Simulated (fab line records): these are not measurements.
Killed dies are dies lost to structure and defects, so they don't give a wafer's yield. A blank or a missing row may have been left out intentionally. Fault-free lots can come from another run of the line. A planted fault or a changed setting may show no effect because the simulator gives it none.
Code-filled problem report in 8D (eight disciplines) form | flow sky130 | the parts of the form that need people (team, actions taken, sign-off) are left out

## 1. WHAT WENT WRONG
Wafers without a fault read 23.01 C, standard deviation 0.12; developer-temp-C at SKY_SONOS_TUNNEL_DEVELOP_06 reads a mean of 20.73 C on 6 wafers belonging to 2 lots. Measured from the usual mean, that is -19 standard deviations.
The step: develop time 60 s.
First seen on wafer L418.2, day 17 21:48, on litho-track-04. The record holds 36 wafers of 12 lots with a number at this step. Rule for "out" (also "out of limits"): further than 4 standard deviations from the usual mean. All remaining wafers that have a number are taken as sound.

## 2. WHAT IT IS, AND WHAT IT ISN'T
question                    | is                     | is not
which readings at this step | developer-temp-C       | -
which lots                  | L418, L419             | L398, L399, L402, L403, L404, L405, L408, L409, L420, L421
which wafers of those lots  | all that have a number | -
read on which tools         | litho-track-04         | litho-track-01, litho-track-03
when                        | from day 17 21:48      | up to then (24 sound wafers); but 6 sound wafers of L420, L421 came after

## 3. WHAT RULES OUT EACH SUSPECT
Counting: any tool at a process step up to the reading is kept as a suspect provided that every lot that is out went through it and no sound lot did after the first of them.
- plasma-asher-03 at SKY_VT_ADJUST_HVTR_STRIP_10 (strips in O2/N2): ruled out as a lasting fault. Following L418 (day 15 12:02), the first lot on it that is out, the sound lots L420 were run on it.
- litho-track-04 at SKY_SONOS_TUNNEL_DEVELOP_06 (develop time 60 s): kept. Every lot that is out went through it, starting with L418 (day 17 21:48), and after that it ran no sound lot; the last sound lot it ran before then is L403 (day 13 02:53). Its own readings are out on those wafers: developer-temp-C.
Remaining after the count: litho-track-04 at SKY_SONOS_TUNNEL_DEVELOP_06.

## 4. THE CAUSE (what the simulator had put in)
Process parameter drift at SKY_SONOS_TUNNEL_DEVELOP_06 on litho-track-04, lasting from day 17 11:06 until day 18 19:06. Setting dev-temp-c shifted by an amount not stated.
After counting, this tool was the only one left.

## 5. SEQUENCE OF EFFECTS, ordered by route
Each row: a reading whose mean over the struck wafers that have a number lies more than 3 standard deviations from the usual. Only readings for which the record gives a usual standard deviation are gone through. hours: the time from each lot's start at the first step in this table that gives one to its start at this step, as a median over the lots. sigmas: the change in usual standard deviations.
hours | step                        | reading          | usual   | on struck wafers | change | sigmas
0     | SKY_SONOS_TUNNEL_DEVELOP_06 | developer-temp-C | 23.01 C | 20.73            | -2.28  | -19
The process steps in it:
- SKY_SONOS_TUNNEL_DEVELOP_06: develop time 60 s.
At these later measuring or inspecting steps, every struck wafer for which the step has a row has a number for every such reading, and none has moved that far: SKY_SONOS_TUNNEL_CD_MEAS_07.

## 6. HOW IT WOULD HAVE BEEN CAUGHT EARLIER
The fault began at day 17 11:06; the first out-of-limits reading in this record came at day 17 21:48, 11 hours later.
